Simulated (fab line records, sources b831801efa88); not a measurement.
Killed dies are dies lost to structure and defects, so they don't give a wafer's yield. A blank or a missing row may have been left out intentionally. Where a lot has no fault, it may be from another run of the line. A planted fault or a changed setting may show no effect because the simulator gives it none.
8D (eight disciplines) problem report, filled in by code | flow sky130 | the parts of the form that need people (team, actions taken, sign-off) are left out

## 1. THE ISSUE
Wafers without a fault read 36.94 s, standard deviation 0.11; strip-time-to-endpoint-s at SKY_PWDE_STRIP_09 reads a mean of 16.30 s on 6 wafers belonging to 2 lots. That is -99 or more standard deviations from the usual mean.
The step: strips in O2/N2.
The first sign was on wafer L374.1 at day 5 22:58, on plasma-asher-02. The record has a number at this step for 32 wafers belonging to 11 lots. By rule, "out" or "out of limits" means more than 4 standard deviations away from the usual mean. All remaining wafers that have a number are taken as sound.

## 2. WHAT IT IS; WHAT IT IS NOT
question                    | is                               | is not
which readings at this step | strip-time-to-endpoint-s         | drypump-motor-current-A
which lots                  | L374, L377                       | L365, L368, L370, L371, L373, L382, L383, L387, L388
which wafers of those lots  | all that have a number           | -
read on which tools         | plasma-asher-02, plasma-asher-04 | plasma-asher-03
when                        | from day 5 22:58                 | up to then (15 sound wafers); but 11 sound wafers of L382, L383, L387, L388 came after

## 3. THE SUSPECTS, EACH WITH WHAT RULES IT OUT
Counting: any tool at a process step up to the reading is kept as a suspect provided that every lot that is out went through it and no sound lot did after the first of them.
- litho-track-02 at SKY_PWDE_COAT_02 (resist thk 3000 nm): ruled out as a lasting fault. Following L374 (day 5 13:56), the first lot on it that is out, the sound lots L387, L388 were run on it.
Left after counting: nothing in the record.

## 4. THE CAUSE (what the simulator had put in)
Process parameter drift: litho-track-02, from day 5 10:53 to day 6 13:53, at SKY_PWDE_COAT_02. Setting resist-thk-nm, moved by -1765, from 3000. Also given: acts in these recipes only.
It was ruled out by counting, in error; the rule expects a fault to strike all lots run on its tool from its start on, and this fault did not.

## 5. THE CHAIN OF EFFECTS, in route order
One row per reading whose mean, taken over the struck wafers that have a number, lies over 3 standard deviations from the usual. Only readings whose record carries a usual standard deviation are examined. hours: median over the lots of the time between each lot's start at the first step of this table that gives one and its start at this step. sigmas: the change, counted in usual standard deviations.
hours | step                  | reading                  | usual   | on struck wafers | change | sigmas
0     | SKY_PWDE_STRIP_09     | strip-time-to-endpoint-s | 36.94 s | 16.30            | -20.64 | -99 or more
1006  | SKY_PAD_OPEN_PROBE_99 | killed-at-front-end      | 15      | 246              | +231   | +47
1006  | SKY_PAD_OPEN_PROBE_99 | killed-dies              | 87      | 311              | +224   | +22
1006  | SKY_PAD_OPEN_PROBE_99 | killed-on-rim            | 17      | 92               | +74    | +20
Its process steps:
- SKY_PWDE_STRIP_09: strips in O2/N2.
- SKY_PAD_OPEN_PROBE_99
Later measuring or inspecting steps at which every struck wafer that the step has a row for has a number for every such reading, and none has moved that far: SKY_SONOS_ONO_THK_MEAS_01.

## 6. HOW IT WOULD HAVE BEEN CAUGHT EARLIER
In this record no reading fell out of limits until day 5 22:58, 12 hours after the fault had begun at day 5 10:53.
Tool readings at SKY_PWDE_COAT_02 with a usual standard deviation given in the record: none out on any struck wafer, hence no alarm at a limit of 4 standard deviations on them.
